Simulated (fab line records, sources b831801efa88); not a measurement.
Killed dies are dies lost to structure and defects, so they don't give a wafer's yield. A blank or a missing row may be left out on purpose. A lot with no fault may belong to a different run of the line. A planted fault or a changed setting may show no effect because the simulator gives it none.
A lot that was struck, set against a sound lot :: flow sky130 :: 34 out of 708 route steps
Sound: these wafers, L362.2, L362.3, L362.5. Wafers L372.1, L372.2, L372.4 were the ones struck. At the end, the cause is stated.
Each step with rows lists, per side, the tool, then ch with its chambers, then its first start. Under that, the readings that differ: sound wafers :: struck wafers :: difference of the means :: sigmas: that difference in standard deviations of wafers without a fault.
alike: readings with means less than 2 such deviations apart, plus words and numbers identical on both sides. not compared: withheld readings, readings lacking a value on some wafer, bounds such as >300 that could conceal the same value, and numbers that have no deviation in the record and whose values overlap.
Wherever a step has rows on one side only, a row that says differs or no value, or a row with sigmas, the two part there. Non-overlapping numbers with no deviation appear without sigmas and do not part them. A reading missing from all wafers of one side parts the sides only when that side holds two or more wafers.

first, 9 steps without rows for these wafers: SKY_VIA1_CMP_02 (polishes SiO2); SKY_VIA1_DEHYDRATE_04 (time 60 s); SKY_VIA1_HMDS_05 (prime time 60 s); SKY_VIA1_COAT_06 (resist thk 60 nm); SKY_VIA1_COAT_07 (resist thk 450 nm); SKY_VIA1_SOFTBAKE_08 (time 90 s); SKY_VIA1_EXPOSE_09 (exposes mask VIM, target cd 150 nm); SKY_VIA1_PEB_10; SKY_VIA1_DEVELOP_11 (develop time 60 s).
SKY_VIA1_ETCH_14: etches BARC in N2/H2, stops on SiO2, time 45.9 s, target depth 60 nm.
  sound on rie-diel-01 ch 1,2, day 35 17:26; struck on rie-diel-04 ch 0,1,2, day 38 23:02
  alike: drypump-motor-current-A, h2-flow-sccm, oes-product-au, throttle-valve-pct
  not compared: rf-hours-counter-h
then, 23 steps without rows for these wafers: SKY_VIA1_ETCH_15 (etches SiO2 in C4F8/O2/Ar, stops on TiN, target depth 351 nm, time 54 s); SKY_VIA1_STRIP_16 (strips in O2/N2); SKY_VIA1_STRIP_17 (strips in post etch residue remover, time 1200 s); SKY_VIA1_CLEAN_18 (cleans in IPA, time 180 s); SKY_VIA1_CLEAN_19 (cleans in O3/DIW); SKY_VIA1_SPUTTER_20 (material TiN, target thk 20 nm, time 80 s); SKY_VIA1_CVD_21 (deposits W, target thk 270 nm, time 80.902 s); SKY_VIA1_CMP_24 (polishes, stops on SiO2, t overpolish 15 s, target thk 0 nm); SKY_METAL2_SPUTTER_00 (material Ti, target thk 15 nm, time 10 s); SKY_METAL2_SPUTTER_01 (material TiN, target thk 20 nm, time 16.7 s); SKY_METAL2_SPUTTER_02 (material AlCu, target thk 250 nm, time 13.3 s); SKY_METAL2_SPUTTER_03 (material Ti, target thk 5 nm, time 3.3 s); SKY_METAL2_SPUTTER_04 (material TiN, target thk 70 nm, time 58.3 s); SKY_METAL2_DEHYDRATE_07 (time 60 s); SKY_METAL2_HMDS_08 (prime time 60 s); SKY_METAL2_COAT_09 (resist thk 60 nm); SKY_METAL2_COAT_10 (resist thk 450 nm); SKY_METAL2_SOFTBAKE_11 (time 90 s); SKY_METAL2_EXPOSE_12 (exposes mask MM2, target cd 140 nm); SKY_METAL2_PEB_13; SKY_METAL2_DEVELOP_14 (develop time 60 s); SKY_METAL2_DESCUM_17 (chemistry O2, time 8 s); SKY_METAL2_ETCH_18 (etches BARC in N2/H2, stops on SiO2, time 45.9 s, target depth 60 nm).
-- the record jumps here: 11 days lie between the struck wafers' starts before and after (it left off in module METAL2 and takes up again in module PAD_OPEN, whose first step shown is number 708 of the route) --
SKY_PAD_OPEN_PROBE_99:
  struck on prober-02, day 49 16:36; sound on prober-02, day 47 05:30
reading: hold
sound: - - -
struck: await-dispo/3.6h/release await-dispo/3.6h/release await-dispo/3.6h/release
difference: no value on the sound wafers
sigmas: 

reading: defect-limited-yield (%)
sound: 82.1 82.9 83.5
struck: 74.0 75.6 74.6
difference: -8.1
sigmas: -4

reading: killed_at_M0_to_M3
sound: 43 36 40
struck: 90 85 84
difference: +47
sigmas: +6

reading: killed-dies
sound: 88 84 81
struck: 128 120 125
difference: +40
sigmas: +4

reading: sort_bin_3_pad_short (%)
sound: 0.6 0.6 0.4
struck: 1.8 2.8 3.0
difference: +2.0
sigmas: +5

reading: sort_bin_5_function (%)
sound: 10.4 9.6 8.1
struck: 16.7 15.7 16.1
difference: +6.8
sigmas: +5

reading: sort-n-pass
sound: 404 408 411
struck: 364 372 367
difference: -40
sigmas: -4

reading: sort-yield-pct (%)
sound: 82.1 82.9 83.5
struck: 74.0 75.6 74.6
difference: -8.1
sigmas: -4

reading: model.etest.tester.sort-n-pass
sound: 404 408 411
struck: 364 372 367
difference: -40
sigmas: 

reading: model.etest.tester.sort-yield-pct (%)
sound: 82.11 82.93 83.54
struck: 73.98 75.61 74.59
difference: -8.13
sigmas: 

reading: model.etest.tester.sort_bin_5_pct (%)
sound: 10.37 9.553 8.13
struck: 16.67 15.65 16.06
difference: +6.78
sigmas: 

reading: model.etest.tester.sort_bin_3_pct (%)
sound: 0.6098 0.6098 0.4065
struck: 1.829 2.846 3.049
difference: +2.033
sigmas: 
  alike: killed_at_M4_up, killed-at-contacts, killed-at-front-end, killed-at-other, killed-open, killed-short, sort_bin_6_memory

## WHERE THEY PART
Only at SKY_PAD_OPEN_PROBE_99, within this record.

WHY: the cause the simulator had injected
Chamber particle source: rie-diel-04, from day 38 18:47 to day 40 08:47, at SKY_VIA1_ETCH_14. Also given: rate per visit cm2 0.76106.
